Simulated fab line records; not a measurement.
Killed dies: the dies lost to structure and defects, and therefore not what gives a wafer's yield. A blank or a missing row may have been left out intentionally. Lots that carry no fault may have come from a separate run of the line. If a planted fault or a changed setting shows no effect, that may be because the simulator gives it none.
Which of the tools did it? || flow gf180mcu || 36 wafers from 12 lots sampled at 2 of the route's 602 steps

## WHAT THE GAUGES SHOWED, per wafer
GF_DNWELL_TW_MEAS_09.
{"lot": "L235", "measured": "day 3 11:59", "on": "film_metro-03", "DNWELL_TW": "1338 1338 1337"}
{"lot": "L234", "measured": "day 3 12:17", "on": "film_metro-02", "DNWELL_TW": "1359 1356 1356"}
{"lot": "L236", "measured": "day 3 15:17", "on": "film_metro-02", "DNWELL_TW": "1364 1357 1357"}
{"lot": "L238", "measured": "day 3 20:38", "on": "film_metro-01", "DNWELL_TW": "1352 1355 1350"}
{"lot": "L240", "measured": "day 4 08:59", "on": "film_metro-03", "DNWELL_TW": "1338 1327 1333"}
{"lot": "L239", "measured": "day 4 09:20", "on": "film_metro-02", "DNWELL_TW": "1372 1368 1367"}
{"lot": "L241", "measured": "day 4 12:18", "on": "film_metro-03", "DNWELL_TW": "1332 1338 1331"}
{"lot": "L244", "measured": "day 5 04:07", "on": "film_metro-03", "DNWELL_TW": "1329 1333 1335"}
{"lot": "L245", "measured": "day 5 11:10", "on": "film_metro-01", "DNWELL_TW": "1344 1349 1333"}
{"lot": "L252", "measured": "day 7 01:37", "on": "film_metro-02", "DNWELL_TW": "1546 1550 1560 1547 1548 1535"}
{"lot": "L255", "measured": "day 7 15:29", "on": "film_metro-03", "DNWELL_TW": "1507 1508 1507 1503 1501 1505"}
{"lot": "L256", "measured": "day 7 20:17", "on": "film_metro-02", "DNWELL_TW": "1378 1378 1382"}

## WHAT TOOL EACH LOT RAN ON (gives the tool, then ch and the chambers of the sampled wafers, and finally the start)
{"lot": "L235", "GF_DNWELL_IMPLANT_07": "implanter-04 ch 0, day 3 11:44"}
{"lot": "L234", "GF_DNWELL_IMPLANT_07": "implanter-02 ch 0, day 3 12:02"}
{"lot": "L236", "GF_DNWELL_IMPLANT_07": "implanter-03 ch 0, day 3 15:02"}
{"lot": "L238", "GF_DNWELL_IMPLANT_07": "implanter-02 ch 0, day 3 20:23"}
{"lot": "L240", "GF_DNWELL_IMPLANT_07": "implanter-02 ch 0, day 4 08:46"}
{"lot": "L239", "GF_DNWELL_IMPLANT_07": "implanter-03 ch 0, day 4 09:07"}
{"lot": "L241", "GF_DNWELL_IMPLANT_07": "implanter-02 ch 0, day 4 12:05"}
{"lot": "L244", "GF_DNWELL_IMPLANT_07": "implanter-03 ch 0, day 5 03:50"}
{"lot": "L245", "GF_DNWELL_IMPLANT_07": "implanter-03 ch 0, day 5 10:55"}
{"lot": "L252", "GF_DNWELL_IMPLANT_07": "implanter-03 ch 0, day 7 01:22"}
{"lot": "L255", "GF_DNWELL_IMPLANT_07": "implanter-03 ch 0, day 7 15:14"}
{"lot": "L256", "GF_DNWELL_IMPLANT_07": "implanter-04 ch 0, day 7 20:02"}
- GF_DNWELL_IMPLANT_07

## AS READ BY THE TOOLS THEMSELVES (means over the sampled wafers that have a number; for cases with no such wafer, the mark the record gives instead)
GF_DNWELL_IMPLANT_07.
{"lot": "L235", "tool": "implanter-04", "dose_ions_cm2": 9.9797e+12, "end_station_pressure_torr (Torr)": 4.98e-06, "faraday_current_uA": 56.4}
{"lot": "L234", "tool": "implanter-02", "dose_ions_cm2": 9.9990e+12, "end_station_pressure_torr (Torr)": 5.21e-06, "faraday_current_uA": 56.2}
{"lot": "L236", "tool": "implanter-03", "dose_ions_cm2": 1.0000e+13, "end_station_pressure_torr (Torr)": 4.98e-06, "faraday_current_uA": 57.9}
{"lot": "L238", "tool": "implanter-02", "dose_ions_cm2": 1.0007e+13, "end_station_pressure_torr (Torr)": 5.02e-06, "faraday_current_uA": 55.8}
{"lot": "L240", "tool": "implanter-02", "dose_ions_cm2": 9.9963e+12, "end_station_pressure_torr (Torr)": 5.25e-06, "faraday_current_uA": 56.9}
{"lot": "L239", "tool": "implanter-03", "dose_ions_cm2": 1.0002e+13, "end_station_pressure_torr (Torr)": 5.19e-06, "faraday_current_uA": 56.7}
{"lot": "L241", "tool": "implanter-02", "dose_ions_cm2": 9.9923e+12, "end_station_pressure_torr (Torr)": 5.12e-06, "faraday_current_uA": 56.2}
{"lot": "L244", "tool": "implanter-03", "dose_ions_cm2": 1.0005e+13, "end_station_pressure_torr (Torr)": 4.75e-06, "faraday_current_uA": 55.9}
{"lot": "L245", "tool": "implanter-03", "dose_ions_cm2": 9.9960e+12, "end_station_pressure_torr (Torr)": 5.16e-06, "faraday_current_uA": 55.9}
{"lot": "L252", "tool": "implanter-03", "dose_ions_cm2": 1.4476e+13, "end_station_pressure_torr (Torr)": 5.12e-06, "faraday_current_uA": 83.1}
{"lot": "L255", "tool": "implanter-03", "dose_ions_cm2": 1.4479e+13, "end_station_pressure_torr (Torr)": 5.24e-06, "faraday_current_uA": 82.4}
{"lot": "L256", "tool": "implanter-04", "dose_ions_cm2": 1.0014e+13, "end_station_pressure_torr (Torr)": 5.23e-06, "faraday_current_uA": 57.8}

## THE ANSWER, worked out from the rows above alone
Rule: usual is defined by the lots themselves. Put in order of their means at a reading, lots are off if they are a third of the lots or fewer, leave a main group of 4 or more, and stand apart from it by a gap of 3 or more times the standard deviation of the main group's means; of several such gaps the widest counts. The tables above print the reading to a certain number of digits; a main group whose means all agree to those digits is not used. A lot without any number at a reading at which 4 lots or more have one is off too. Any other lot the step has rows for is counted as sound. First the gauges in route order, then the tools' own readings, where a lot's mean is used as printed above. The first step at which some lot is off is used, and at that step the reading that is off furthest; a lot without a number counts as furthest.
Off: L252, L255, seen at GF_DNWELL_TW_MEAS_09 (DNWELL_TW). Main group: mean 1350, sd 16.
A tool fits if, at a process step before that reading, it ran every lot that is off, and no sound lot after the first of them. The gauges at GF_DNWELL_TW_MEAS_09 aren't tried: what is off there is off at GF_DNWELL_IMPLANT_07 too, on other tools, and a gauge's error can't cause that. One candidate fits, namely implanter-03 at GF_DNWELL_IMPLANT_07. A fault onset in the window from L245 (day 5 10:55, its last sound lot) to L252 (day 7 01:22, its first lot off) fits.
The tool's own readings at GF_DNWELL_IMPLANT_07 bear it out: on the lots that are off they differ by more than 5 times the standard deviation of the sound lots' means. dose_ions_cm2 reads 1.4478e+13 there against 9.9991e+12 on the sound lots; faraday_current_uA reads 82.8 there against 56.6 on the sound lots.

## WHAT THE SIMULATOR HAD INSERTED
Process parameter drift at GF_DNWELL_IMPLANT_07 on implanter-03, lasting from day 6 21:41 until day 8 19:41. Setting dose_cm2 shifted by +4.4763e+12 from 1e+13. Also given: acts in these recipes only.
Struck lots among those shown: L252, L255. The rule above found the same.
